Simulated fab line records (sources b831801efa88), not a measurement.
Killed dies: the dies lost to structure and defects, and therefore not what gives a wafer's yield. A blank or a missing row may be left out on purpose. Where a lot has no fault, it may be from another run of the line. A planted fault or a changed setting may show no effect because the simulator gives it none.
fab line records	flow sky130
[record] lots = 24	wafers = 72	last-day = 50
route steps=708 shown VIA2@522 METAL3@536 CAP2M@607 METAL5@677 PASSIVATION@693
lots with no fault: from the same line, run without faults
start-h: hours from the record's opening day to when the first of the lot's shown wafers began	wait-h: hours elapsed since this lot's preceding step	" unchanged from the row above	L1.1+2: several wafers, shown together as one row	- value missing, or start not given	* or withheld: withheld	< > ~ a bound
route shown NAME@n: NAME is a module with steps in the file, n the number in the route of the first one	usual: average and standard deviation across the fault-free wafers	same: alike in all rows	chamber/n: place in a boat	sites: each site's reading	_std_site: their standard deviation	_edge_site: inner sites' mean taken away from outer sites' mean	radius-mm: for every site, how far away it sits from the centre of the wafer	mask NAME#n: copy n	behind: the most recent tool/chamber to have shaped the wafer	hold: why the lot went on hold/how many hours it stayed there/how the hold came to an end	device: whichever transistor did not switch (one of n, p or np)	end of line: the tests these same wafers got at the end of their route	a step with no rows: only its recipe	killed: the dies lost at the first sort to structure and to defects; this is not the yield of the wafer	map: the dies of a wafer, with x for killed, . for not killed, _ for no die there
set.NAME: setting as actually run; set.NAME@STEP: the setting as run at that earlier step	model.NAME: the simulator's own value behind a step, which no gauge read
one table for each step of the route and one row for each wafer, over a sample of lots
services: from which hour (start-h, from the record's first day; less than 0 if before it) a tool's chamber was out of use, for how many hours, and why
[[steps]]
[step SKY_VIA2_ETCH_15]
[recipe] target = SiO2	chemistry = C4F8/O2/Ar	target-depth-nm = 546	stop-on = TiN	mask-material = KrF-thick	source-w = 1500	bias-w = 1200	pressure-mtorr = 40	c4f8-flow-sccm = withheld	O2_flow_sccm = 6	Ar_flow_sccm = 300	time-s = 84
[usual] chamber-pressure-mTorr = 40.00/0.035	oes-product-au = 0.940/0.005
lot.wafer	tool	chamber	start-h	wait-h	chamber-pressure-mTorr	oes-product-au
L074.1	rie-diel-01	0	844.47	0.0	39.99	0.952
L074.4	"	2	"	"	39.98	0.944
L074.5	"	2	"	"	39.99	0.941
L075.1	rie-diel-04	0	859.73	0.0	39.99	0.948
L075.3	"	3	"	"	40.00	0.945
L075.4	"	1	"	"	40.06	0.941
L076.1	rie-diel-04	1	865.63	0.0	40.04	0.937
L076.3	"	0	"	"	40.06	0.940
L076.6	"	3	"	"	40.01	0.934
L079.1	rie-diel-04	0	888.97	0.0	40.02	0.933
L079.2	"	3	"	"	39.99	0.949
L079.4	"	3	"	"	40.03	0.940
L077.1	rie-diel-01	0	889.92	0.0	40.04	0.935
L077.2	"	1	"	"	39.95	0.936
L077.6	"	0	"	"	40.01	0.936
L078.3	rie-diel-01	2	891.32	0.0	39.96	0.944
L078.4	"	1	"	"	40.04	0.933
L078.5	"	3	"	"	40.06	0.939
L080.1	rie-diel-01	3	901.18	0.0	39.98	0.946
L080.3	"	1	"	"	39.98	0.944
L080.4	"	2	"	"	40.04	0.940
L081.1	rie-diel-03	0	905.79	0.0	39.97	0.944
L081.4	"	3	"	"	39.99	0.951
L081.6	"	3	"	"	40.01	0.946
L082.2	rie-diel-03	0	909.22	0.0	40.04	0.946
L082.3	"	2	"	"	39.98	0.949
L082.5	"	2	"	"	39.98	0.946
L083.1	rie-diel-04	3	917.77	0.0	39.89	0.941
L083.3	"	1	"	"	40.04	0.936
L083.5	"	1	"	"	39.98	0.941
L084.1	rie-diel-04	0	925.73	0.0	40.00	0.942
L084.2	"	3	"	"	40.03	0.939
L084.6	"	3	"	"	40.00	0.932
L085.3	rie-diel-01	0	933.78	0.0	40.01	0.934
L085.4	"	0	"	"	39.98	0.945
L085.5	"	1	"	"	40.00	0.936
L086.1	rie-diel-04	0	943.57	0.0	40.00	0.937
L086.2	"	2	"	"	39.97	0.939
L086.4	"	2	"	"	40.03	0.939
L087.1	rie-diel-03	1	947.62	0.0	40.00	0.942
L087.3	"	3	"	"	40.04	0.942
L087.6	"	1	"	"	40.05	0.938
L088.1	rie-diel-03	0	951.13	0.0	40.03	0.935
L088.3	"	3	"	"	40.01	0.942
L088.6	"	0	"	"	40.06	0.944
L089.1	rie-diel-04	0	960.18	0.0	40.02	0.940
L089.3	"	3	"	"	40.05	0.944
L089.5	"	0	"	"	40.00	0.938
L090.1	rie-diel-01	3	967.47	0.0	40.02	0.953
L090.2	"	0	"	"	40.00	0.941
L090.5	"	0	"	"	39.97	0.936
L092.1	rie-diel-01	0	975.82	0.0	40.00	0.938
L092.2	"	3	"	"	39.96	0.940
L092.5	"	0	"	"	40.00	0.942
L091.1	rie-diel-03	3	977.18	0.0	40.03	0.941
L091.3	"	0	"	"	40.00	0.938
L091.5	"	0	"	"	39.93	0.944
L093.2	rie-diel-03	1	979.43	0.0	40.01	0.940
L093.3	"	2	"	"	40.03	0.953
L093.6	"	2	"	"	40.00	0.934
L094.3	rie-diel-04	2	996.48	0.0	40.03	0.931
L094.4	"	3	"	"	40.05	0.939
L094.5	"	2	"	"	40.01	0.946
L095.2	rie-diel-04	0	1005.28	0.0	40.03	0.931
L095.3	"	3	"	"	40.00	0.938
L095.6	"	0	"	"	39.99	0.938
L096.1	rie-diel-01	0	1009.52	0.0	40.04	0.945
L096.3	"	1	"	"	40.01	0.932
L096.6	"	0	"	"	39.97	0.930
L097.2	rie-diel-01	1	1019.33	0.0	40.07	0.945
L097.3	"	0	"	"	40.05	0.940
L097.4	"	3	"	"	40.02	0.941
[step SKY_METAL3_SPUTTER_04]
[recipe] material = TiN	target-thk-nm = 70	power-w = 6500	time-s = 58.3	chamber-pressure-pa = 0.4
[usual] chamber-pressure-pa = 0.4000/0.0007	throttle-valve-pct = 30.2/1.2
lot.wafer	tool	chamber	start-h	wait-h	chamber-pressure-pa	throttle-valve-pct
L074.1	pvd-sputter-01	-	845.90	0.0	0.4005	31.5
L074.4	"	-	"	"	0.3999	29.4
L074.5	"	-	"	"	0.3990	29.5
L075.1	pvd-sputter-04	-	861.17	0.0	0.4002	30.0
L075.3	"	-	"	"	0.4008	29.7
L075.4	"	-	"	"	0.3988	27.9
L076.1	pvd-sputter-02	-	867.10	0.0	0.3994	31.8
L076.3	"	-	"	"	0.3985	30.0
L076.6	"	-	"	"	0.4008	32.0
L079.1	pvd-sputter-04	-	891.00	0.0	0.3999	29.7
L079.2	"	-	"	"	0.4007	27.8
L079.4	"	-	"	"	0.4010	29.6
L077.1	pvd-sputter-01	-	891.49	0.0	0.4002	31.1
L077.2	"	-	"	"	0.3999	32.0
L077.6	"	-	"	"	0.4000	31.1
L078.3	pvd-sputter-02	-	892.93	0.0	0.4005	31.5
L078.4	"	-	"	"	0.3989	31.1
L078.5	"	-	"	"	0.4002	31.8
L080.1	pvd-sputter-01	-	902.70	0.0	0.3995	30.9
L080.3	"	-	"	"	0.3994	31.6
L080.4	"	-	"	"	0.3996	29.1
L081.1	pvd-sputter-01	-	907.26	0.0	0.3998	29.4
L081.4	"	-	"	"	0.3995	28.9
L081.6	"	-	"	"	0.3998	29.7
L082.2	pvd-sputter-04	-	910.72	0.0	0.3998	30.0
L082.3	"	-	"	"	0.3999	29.6
L082.5	"	-	"	"	0.3994	30.0
L083.1	pvd-sputter-04	-	919.20	0.0	0.3986	28.0
L083.3	"	-	"	"	0.4009	29.7
L083.5	"	-	"	"	0.4008	29.9
L084.1	pvd-sputter-02	-	927.45	0.0	0.4004	32.0
L084.2	"	-	"	"	0.3994	31.3
L084.6	"	-	"	"	0.4006	31.8
L085.3	pvd-sputter-04	-	935.21	0.0	0.3989	29.9
L085.4	"	-	"	"	0.3993	27.8
L085.5	"	-	"	"	0.3986	29.9
L086.1	pvd-sputter-02	-	945.00	0.0	0.4005	31.3
L086.2	"	-	"	"	0.3993	31.9
L086.4	"	-	"	"	0.4001	31.3
L087.1	pvd-sputter-04	-	949.08	0.0	0.3998	27.5
L087.3	"	-	"	"	0.3997	29.7
L087.6	"	-	"	"	0.4002	29.6
L088.1	pvd-sputter-04	-	952.70	0.0	0.3997	27.9
L088.3	"	-	"	"	0.4001	30.0
L088.6	"	-	"	"	0.4010	29.7
L089.1	pvd-sputter-04	-	961.66	0.0	0.3998	27.6
L089.3	"	-	"	"	0.4007	29.7
L089.5	"	-	"	"	0.4006	29.6
L090.1	pvd-sputter-04	-	968.90	0.0	0.3990	28.0
L090.2	"	-	"	"	0.3986	29.8
L090.5	"	-	"	"	0.3994	27.9
L092.1	pvd-sputter-01	-	977.29	0.0	0.3995	31.0
L092.2	"	-	"	"	0.3995	28.7
L092.5	"	-	"	"	0.4002	29.0
L091.1	pvd-sputter-02	-	978.62	0.0	0.4011	31.4
L091.3	"	-	"	"	0.3998	31.6
L091.5	"	-	"	"	0.3999	30.2
L093.2	pvd-sputter-02	-	981.23	0.0	0.4010	31.4
L093.3	"	-	"	"	0.3997	30.2
L093.6	"	-	"	"	0.4011	31.5
L094.3	pvd-sputter-04	-	997.91	0.0	0.4006	29.5
L094.4	"	-	"	"	0.3997	29.7
L094.5	"	-	"	"	0.3997	29.8
L095.2	pvd-sputter-02	-	1006.78	0.0	0.3993	31.4
L095.3	"	-	"	"	0.4003	31.8
L095.6	"	-	"	"	0.4001	30.1
L096.1	pvd-sputter-01	-	1011.31	0.0	0.3995	31.4
L096.3	"	-	"	"	0.4017	28.9
L096.6	"	-	"	"	0.3997	31.4
L097.2	pvd-sputter-02	-	1020.80	0.0	0.4010	31.3
L097.3	"	-	"	"	0.4005	31.3
L097.4	"	-	"	"	0.3999	29.9
[step SKY_METAL3_OVL_MEAS_14]
[usual] METAL3_OVL = -4/4.8
lot.wafer	tool	chamber	start-h	wait-h	METAL3_OVL[nm]
L074.1	overlay-02	-	899.28	0.1	-4
L074.4	"	-	"	"	-9
L074.5	"	-	"	"	0
L075.1	overlay-01	-	912.58	0.1	-12
L075.3	"	-	"	"	-16
L075.4	"	-	"	"	-11
L076.1	overlay-02	-	919.93	0.1	-4
L076.3	"	-	"	"	-2
L076.6	"	-	"	"	-2
L079.1	overlay-01	-	941.63	0.1	-7
L079.2	"	-	"	"	-5
L079.4	"	-	"	"	-1
L077.1	overlay-01	-	942.04	0.1	-5
L077.2	"	-	"	"	-5
L077.6	"	-	"	"	0
L078.3	overlay-01	-	944.47	0.1	-17
L078.4	"	-	"	"	-9
L078.5	"	-	"	"	-11
L080.1	overlay-02	-	953.59	0.1	-1
L080.3	"	-	"	"	-7
L080.4	"	-	"	"	3
L081.1	overlay-01	-	957.68	0.1	-9
L081.4	"	-	"	"	-8
L081.6	"	-	"	"	-8
L082.2	overlay-01	-	961.40	0.1	-5
L082.3	"	-	"	"	-7
L082.5	"	-	"	"	-9
L083.1	overlay-01	-	969.63	0.1	1
L083.3	"	-	"	"	-10
L083.5	"	-	"	"	-2
L084.1	overlay-02	-	978.05	0.1	-4
L084.2	"	-	"	"	-1
L084.6	"	-	"	"	-8
L085.3	overlay-01	-	984.02	0.1	-4
L085.4	"	-	"	"	-4
L085.5	"	-	"	"	1
L086.1	overlay-02	-	992.58	0.1	-7
L086.2	"	-	"	"	-2
L086.4	"	-	"	"	-3
L087.1	overlay-02	-	998.68	0.1	-4
L087.3	"	-	"	"	-4
L087.6	"	-	"	"	-2
L088.1	overlay-02	-	1001.73	0.1	-7
L088.3	"	-	"	"	-9
L088.6	"	-	"	"	-7
L089.1	overlay-02	-	1009.59	0.1	-1
L089.3	"	-	"	"	-8
L089.5	"	-	"	"	-10
L090.1	overlay-02	-	1015.24	0.1	-7
L090.2	"	-	"	"	-4
L090.5	"	-	"	"	-11
L092.1	overlay-01	-	1024.85	0.1	5
L092.2	"	-	"	"	0
L092.5	"	-	"	"	-3
L091.1	overlay-01	-	1026.19	0.1	-2
L091.3	"	-	"	"	0
L091.5	"	-	"	"	0
L093.2	overlay-01	-	1029.10	0.1	-7
L093.3	"	-	"	"	-7
L093.6	"	-	"	"	-9
L094.3	overlay-02	-	1044.92	0.1	-2
L094.4	"	-	"	"	4
L094.5	"	-	"	"	5
L095.2	overlay-01	-	1053.45	0.1	-2
L095.3	"	-	"	"	0
L095.6	"	-	"	"	-5
L096.1	overlay-02	-	1057.63	0.1	-4
L096.3	"	-	"	"	0
L096.6	"	-	"	"	0
L097.2	overlay-02	-	1065.84	0.1	-8
L097.3	"	-	"	"	-8
L097.4	"	-	"	"	-6
[step SKY_CAP2M_THK_MEAS_04]
[recipe] thk-meas-gauge = xrf	reads = TiN_of_CAP2M_SPUTTER_02
[usual] CAP2M_TIN_THK = 202.3/2.7
lot.wafer	tool	chamber	start-h	wait-h	CAP2M_TIN_THK[nm]
L074.1	film-metro-01	-	928.25	0.1	203.5
L074.4	"	-	"	"	202.1
L074.5	"	-	"	"	200.6
L075.1	film-metro-01	-	940.71	0.1	199.1
L075.3	"	-	"	"	204.3
L075.4	"	-	"	"	203.8
L076.1	film-metro-04	-	948.41	0.1	198.6
L076.3	"	-	"	"	197.5
L076.6	"	-	"	"	199.3
L079.1	film-metro-01	-	969.26	0.1	203.7
L079.2	"	-	"	"	200.5
L079.4	"	-	"	"	199.3
L077.1	film-metro-04	-	969.61	0.1	200.3
L077.2	"	-	"	"	199.3
L077.6	"	-	"	"	197.8
L078.3	film-metro-04	-	972.51	0.1	201.6
L078.4	"	-	"	"	200.4
L078.5	"	-	"	"	200.5
L080.1	film-metro-04	-	981.04	0.1	199.6
L080.3	"	-	"	"	202.5
L080.4	"	-	"	"	199.1
L081.1	film-metro-01	-	984.69	0.1	200.6
L081.4	"	-	"	"	201.8
L081.6	"	-	"	"	202.4
L082.2	film-metro-02	-	989.16	0.1	203.0
L082.3	"	-	"	"	205.9
L082.5	"	-	"	"	200.2
L083.1	film-metro-02	-	996.86	0.1	204.0
L083.3	"	-	"	"	203.2
L083.5	"	-	"	"	205.6
L084.1	film-metro-01	-	1004.61	0.1	202.6
L084.2	"	-	"	"	199.0
L084.6	"	-	"	"	199.4
L085.3	film-metro-04	-	1010.99	0.1	200.0
L085.4	"	-	"	"	199.8
L085.5	"	-	"	"	199.7
L086.1	film-metro-02	-	1019.50	0.1	203.5
L086.2	"	-	"	"	200.6
L086.4	"	-	"	"	204.4
L087.1	film-metro-02	-	1024.76	0.1	200.3
L087.3	"	-	"	"	203.3
L087.6	"	-	"	"	201.4
L088.1	film-metro-01	-	1028.30	0.1	204.7
L088.3	"	-	"	"	199.9
L088.6	"	-	"	"	201.4
L089.1	film-metro-01	-	1036.69	0.1	205.3
L089.3	"	-	"	"	203.2
L089.5	"	-	"	"	203.1
L090.1	film-metro-01	-	1041.54	0.1	202.5
L090.2	"	-	"	"	200.4
L090.5	"	-	"	"	203.1
L092.1	film-metro-01	-	1050.91	0.1	204.6
L092.2	"	-	"	"	206.5
L092.5	"	-	"	"	205.2
L091.1	film-metro-02	-	1052.33	0.1	206.0
L091.3	"	-	"	"	203.7
L091.5	"	-	"	"	202.4
L093.2	film-metro-02	-	1055.21	0.1	207.4
L093.3	"	-	"	"	203.1
L093.6	"	-	"	"	203.6
L094.3	film-metro-04	-	1069.97	0.1	200.0
L094.4	"	-	"	"	199.7
L094.5	"	-	"	"	202.9
L095.2	film-metro-02	-	1078.44	0.1	208.0
L095.3	"	-	"	"	206.2
L095.6	"	-	"	"	207.9
L096.1	film-metro-02	-	1082.55	0.1	200.6
L096.3	"	-	"	"	203.6
L096.6	"	-	"	"	206.3
L097.2	film-metro-02	-	1090.11	0.1	202.4
L097.3	"	-	"	"	205.9
L097.4	"	-	"	"	206.8
[step SKY_METAL5_STRIP_16]
[recipe] chemistry = O2/N2	power-w = 1400	pressure-mtorr = 1500	platen-temp-c = withheld	o2-flow-sccm = 3000	n2-flow-sccm = 300	overash-fraction = 0.5
[usual] chamber-pressure-mTorr = 1500.2/1.2	drypump-motor-current-A = 5.6/0.49	oes-product-au = 0.710/0.0046	strip-time-to-endpoint-s = 13.05/0.11
lot.wafer	tool	chamber	start-h	wait-h	chamber-pressure-mTorr	drypump-motor-current-A	oes-product-au	rf-hours-counter-h	strip-time-to-endpoint-s
L074.1	plasma-asher-04	1	1028.49	0.2	1499.8	4.7	0.707	90	12.98
L074.4	"	0	"	"	1500.5	5.9	0.705	-	13.05
L074.5	"	1	"	"	1499.9	4.7	0.706	-	13.08
L075.1	plasma-asher-03	0	1039.18	0.2	1499.8	5.5	0.712	118	13.00
L075.3	"	0	"	"	1499.7	5.5	0.713	-	12.87
L075.4	"	1	"	"	1501.7	5.4	0.701	-	12.99
L076.1	plasma-asher-02	0	1046.19	0.2	1502.0	6.3	0.703	61	12.87
L076.3	"	0	"	"	1501.6	6.3	0.711	-	12.88
L076.6	"	0	"	"	1501.1	6.3	0.713	-	12.88
L079.1	plasma-asher-04	1	1063.65	0.4	1502.3	4.7	0.712	94	12.91
L079.2	"	0	"	"	1498.8	5.9	0.702	94	12.95
L079.4	"	1	"	"	1498.6	4.7	0.710	-	13.00
L077.1	plasma-asher-02	0	1063.77	0.2	1498.2	6.3	0.710	63	13.01
L077.2	"	1	"	"	1498.4	5.6	0.715	63	12.73
L077.6	"	0	"	"	1500.8	6.3	0.715	-	12.83
L078.3	plasma-asher-02	1	1067.38	0.1	1500.8	5.6	0.711	-	13.03
L078.4	"	0	"	"	1500.3	6.3	0.705	-	12.95
L078.5	"	1	"	"	1500.3	5.6	0.706	-	13.11
L080.1	plasma-asher-03	1	1075.50	0.4	1502.1	5.4	0.719	1	13.17
L080.3	"	1	"	"	1503.0	5.3	0.710	-	13.18
L080.4	"	0	"	"	1500.6	5.5	0.716	-	13.06
L081.1	plasma-asher-02	0	1078.09	0.2	1500.2	6.4	0.711	65	13.13
L081.4	"	0	"	"	1499.6	6.3	0.705	-	13.02
L081.6	"	0	"	"	1501.9	6.3	0.708	-	13.18
L082.2	plasma-asher-02	1	1083.15	0.3	1498.6	5.6	0.715	65	13.13
L082.3	"	1	"	"	1500.9	5.6	0.709	-	13.07
L082.5	"	1	"	"	1501.8	5.6	0.707	-	13.17
L083.1	plasma-asher-03	0	1089.49	0.2	1499.3	5.5	0.715	2	12.80
L083.3	"	0	"	"	1502.1	5.5	0.713	-	12.83
L083.5	"	1	"	"	1501.7	5.3	0.709	-	12.91
L084.1	plasma-asher-04	0	1095.75	0.4	1502.6	5.9	0.710	97	13.19
L084.2	"	1	"	"	1499.2	4.7	0.713	97	13.23
L084.6	"	1	"	"	1500.5	4.7	0.707	-	13.29
L085.3	plasma-asher-02	0	1102.00	0.3	1499.9	6.4	0.705	-	13.04
L085.4	"	1	"	"	1501.2	5.6	0.708	-	13.00
L085.5	"	0	"	"	1498.7	6.4	0.712	-	12.95
L086.1	plasma-asher-03	0	1108.56	0.4	1503.3	5.5	0.704	4	13.12
L086.2	"	1	"	"	1500.5	5.3	0.713	4	13.01
L086.4	"	0	"	"	1500.1	5.5	0.704	-	13.04
L087.1	plasma-asher-03	0	1115.41	0.4	1498.9	5.5	0.711	4	13.02
L087.3	"	1	"	"	1499.7	5.3	0.711	-	12.99
L087.6	"	1	"	"	1501.5	5.3	0.720	-	12.98
L088.1	plasma-asher-04	0	1118.28	0.2	1499.4	5.9	0.708	99	13.00
L088.3	"	1	"	"	1498.3	4.7	0.701	-	13.06
L088.6	"	1	"	"	1501.4	4.7	0.708	-	13.07
L089.1	plasma-asher-02	1	1124.63	0.2	1500.2	5.6	0.702	69	13.13
L089.3	"	0	"	"	1502.3	6.3	0.710	-	13.06
L089.5	"	0	"	"	1499.3	6.3	0.710	-	13.12
L090.1	plasma-asher-03	1	1128.40	0.4	1498.5	5.3	0.712	6	13.25
L090.2	"	0	"	"	1501.7	5.5	0.714	6	13.21
L090.5	"	0	"	"	1499.7	5.5	0.712	-	13.25
L092.1	plasma-asher-03	1	1136.68	0.2	1499.4	5.3	0.706	6	13.06
L092.2	"	0	"	"	1498.8	5.5	0.710	6	13.09
L092.5	"	1	"	"	1500.1	5.3	0.720	-	13.07
L091.1	plasma-asher-04	1	1138.39	0.2	1497.5	4.7	0.722	101	13.14
L091.3	"	1	"	"	1498.9	4.7	0.712	-	13.08
L091.5	"	0	"	"	1500.0	6.0	0.707	-	13.18
L093.2	plasma-asher-03	1	1141.23	0.2	1499.7	5.3	0.717	7	13.26
L093.3	"	0	"	"	1500.3	5.5	0.714	-	13.24
L093.6	"	0	"	"	1499.2	5.5	0.708	-	13.21
L094.3	plasma-asher-02	0	1151.33	0.3	1499.5	6.3	0.707	-	13.16
L094.4	"	1	"	"	1501.3	5.6	0.706	-	13.11
L094.5	"	1	"	"	1501.7	5.5	0.709	-	13.10
L095.2	plasma-asher-04	0	1161.16	0.3	1502.0	5.9	0.705	103	13.15
L095.3	"	1	"	"	1498.7	4.7	0.710	-	13.15
L095.6	"	0	"	"	1498.7	5.9	0.704	-	13.07
L096.1	plasma-asher-02	1	1162.89	0.2	1500.1	5.6	0.718	73	13.07
L096.3	"	1	"	"	1498.8	5.5	0.711	-	12.94
L096.6	"	1	"	"	1502.9	5.6	0.705	-	13.01
L097.2	plasma-asher-04	1	1168.29	0.2	1498.5	4.7	0.702	104	12.95
L097.3	"	0	"	"	1500.6	5.9	0.709	-	13.08
L097.4	"	1	"	"	1499.7	4.7	0.710	-	12.89
[step SKY_PASSIVATION_STRIP_12]
[recipe] chemistry = O2/N2	power-w = 1400	pressure-mtorr = 1500	platen-temp-c = withheld	overash-fraction = 0.7	o2-flow-sccm = 3000	n2-flow-sccm = 300
[usual] chamber-pressure-mTorr = 1499.9/1.5	drypump-motor-current-A = 5.5/0.47	oes-product-au = 0.661/0.0051	strip-time-to-endpoint-s = 31.54/0.12
lot.wafer	tool	chamber	start-h	wait-h	chamber-pressure-mTorr	drypump-motor-current-A	oes-product-au	rf-hours-counter-h	strip-time-to-endpoint-s
L074.1	plasma-asher-03	1	1051.53	0.1	1500.2	5.3	0.657	119	31.61
L074.4	"	1	"	"	1501.8	5.3	0.663	-	31.66
L074.5	"	1	"	"	1504.7	5.3	0.652	-	31.58
L075.1	plasma-asher-01	1	1062.03	0.1	1502.7	5.1	0.662	32	31.60
L075.3	"	1	"	"	1498.9	5.1	0.657	-	31.68
L075.4	"	0	"	"	1502.5	4.9	0.658	-	31.42
L076.1	plasma-asher-02	1	1069.13	0.1	1500.2	5.6	0.653	64	31.46
L076.3	"	1	"	"	1499.5	5.6	0.661	-	31.47
L076.6	"	0	"	"	1501.2	6.3	0.661	-	31.37
L079.1	plasma-asher-02	0	1086.28	0.1	1501.0	6.3	0.662	65	31.33
L079.2	"	1	"	"	1498.1	5.6	0.662	65	31.43
L079.4	"	0	"	"	1498.2	6.3	0.666	-	31.46
L077.1	plasma-asher-03	1	1086.59	0.1	1499.0	5.3	0.663	2	31.40
L077.2	"	0	"	"	1500.7	5.5	0.657	2	31.51
L077.6	"	1	"	"	1497.5	5.3	0.661	-	31.38
L078.3	plasma-asher-01	0	1088.66	0.1	1499.5	4.9	0.668	-	31.63
L078.4	"	1	"	"	1500.0	5.1	0.665	-	31.71
L078.5	"	1	"	"	1503.3	5.1	0.663	-	31.64
L080.1	plasma-asher-01	1	1097.48	0.1	1499.5	5.1	0.661	36	31.70
L080.3	"	1	"	"	1499.0	5.1	0.659	-	31.58
L080.4	"	0	"	"	1497.6	4.9	0.660	-	31.55
L081.1	plasma-asher-02	1	1099.94	0.1	1499.5	5.6	0.672	67	31.51
L081.4	"	1	"	"	1498.6	5.6	0.660	-	31.50
L081.6	"	0	"	"	1496.4	6.3	0.657	-	31.46
L082.2	plasma-asher-01	0	1103.68	0.1	1499.8	4.9	0.664	37	31.44
L082.3	"	1	"	"	1498.9	5.1	0.664	-	31.56
L082.5	"	1	"	"	1501.0	5.1	0.674	-	31.60
L083.1	plasma-asher-01	1	1110.88	0.1	1499.9	5.1	0.670	37	31.64
L083.3	"	0	"	"	1502.0	4.9	0.669	-	31.53
L083.5	"	1	"	"	1500.6	5.1	0.656	-	31.59
L084.1	plasma-asher-02	1	1116.38	0.1	1499.8	5.6	0.652	68	31.62
L084.2	"	0	"	"	1498.5	6.4	0.663	68	31.56
L084.6	"	1	"	"	1499.4	5.6	0.661	-	31.51
L085.3	plasma-asher-03	0	1122.32	0.1	1499.5	5.5	0.660	-	31.48
L085.4	"	1	"	"	1498.7	5.3	0.665	-	31.54
L085.5	"	1	"	"	1503.5	5.3	0.665	-	31.42
L086.1	plasma-asher-02	0	1129.09	0.1	1500.8	6.3	0.657	69	31.62
L086.2	"	1	"	"	1498.8	5.6	0.661	69	31.48
L086.4	"	0	"	"	1501.1	6.3	0.662	-	31.39
L087.1	plasma-asher-03	1	1135.68	0.1	1498.8	5.3	0.655	6	31.53
L087.3	"	1	"	"	1500.4	5.3	0.668	-	31.54
L087.6	"	0	"	"	1501.0	5.5	0.654	-	31.44
L088.1	plasma-asher-02	1	1138.59	0.1	1498.5	5.5	0.654	70	31.89
L088.3	"	1	"	"	1498.6	5.6	0.669	-	31.60
L088.6	"	0	"	"	1500.6	6.3	0.666	-	31.66
L089.1	plasma-asher-01	0	1144.98	0.1	1501.6	4.9	0.661	41	31.74
L089.3	"	0	"	"	1500.4	4.9	0.657	-	31.72
L089.5	"	1	"	"	1500.3	5.1	0.659	-	31.62
L090.1	plasma-asher-03	0	1147.99	0.1	1496.6	5.5	0.665	8	31.60
L090.2	"	1	"	"	1500.8	5.4	0.665	8	31.55
L090.5	"	1	"	"	1499.7	5.4	0.658	-	31.57
L092.1	plasma-asher-02	0	1156.28	0.1	1498.9	6.3	0.660	72	31.47
L092.2	"	1	"	"	1498.6	5.6	0.661	72	31.22
L092.5	"	0	"	"	1497.2	6.3	0.661	-	31.44
L091.1	plasma-asher-02	0	1158.43	0.1	1497.9	6.4	0.660	72	31.42
L091.3	"	1	"	"	1498.1	5.5	0.661	-	31.44
L091.5	"	0	"	"	1498.5	6.3	0.661	-	31.53
L093.2	plasma-asher-01	1	1160.43	0.1	1503.6	5.1	0.666	42	31.34
L093.3	"	0	"	"	1498.1	4.9	0.663	-	31.58
L093.6	"	0	"	"	1499.7	4.9	0.659	-	31.55
L094.3	plasma-asher-02	1	1169.36	0.1	1499.8	5.6	0.659	-	31.68
L094.4	"	0	"	"	1500.7	6.3	0.658	-	31.67
L094.5	"	0	"	"	1500.9	6.4	0.662	-	31.47
L095.2	plasma-asher-01	1	1179.34	0.1	1501.7	5.1	0.657	44	31.53
L095.3	"	1	"	"	1498.5	5.1	0.665	-	31.75
L095.6	"	0	"	"	1498.9	4.9	0.670	-	31.58
L096.1	plasma-asher-03	0	1180.49	0.1	1498.2	5.6	0.658	11	31.56
L096.3	"	1	"	"	1499.8	5.4	0.660	-	31.49
L096.6	"	0	"	"	1499.4	5.6	0.658	-	31.60
L097.2	plasma-asher-03	1	1185.19	0.1	1501.7	5.3	0.648	11	31.73
L097.3	"	1	"	"	1500.3	5.3	0.669	-	31.53
L097.4	"	0	"	"	1501.6	5.5	0.656	-	31.45
[[services]]
tool	chamber	start-h	hours	kind
plasma-asher-02	-	827.12	2.6	repair
rie-diel-04	-	830.94	2.5	repair
plasma-asher-01	-	833.83	1.3	repair
pvd-sputter-02	-	834.49	2.3	repair
pvd-sputter-02	-	863.15	2.3	repair
pvd-sputter-04	-	881.61	1.2	repair
rie-diel-04	2	887.62	5.8	repair
rie-diel-04	1	907.41	7.2	repair
rie-diel-01	3	919.19	19.0	repair
rie-diel-04	1	934.40	10.5	repair
plasma-asher-02	-	938.96	2.8	pm
rie-diel-04	3	955.07	1.9	repair
pvd-sputter-04	-	955.68	3.5	repair
plasma-asher-02	-	986.51	2.1	repair
plasma-asher-02	-	1008.71	3.3	repair
plasma-asher-03	-	1055.25	9.0	pm
plasma-asher-03	-	1079.78	0.3	repair
plasma-asher-03	-	1089.65	1.3	repair
rie-diel-04	2	1105.82	5.4	repair
rie-diel-04	3	1116.63	10.8	repair
plasma-asher-03	-	1124.73	2.8	pm
rie-diel-01	2	1142.52	13.4	repair
rie-diel-04	2	1172.14	4.0	repair
pvd-sputter-04	-	1181.33	9.0	repair
[[key]]
fault none
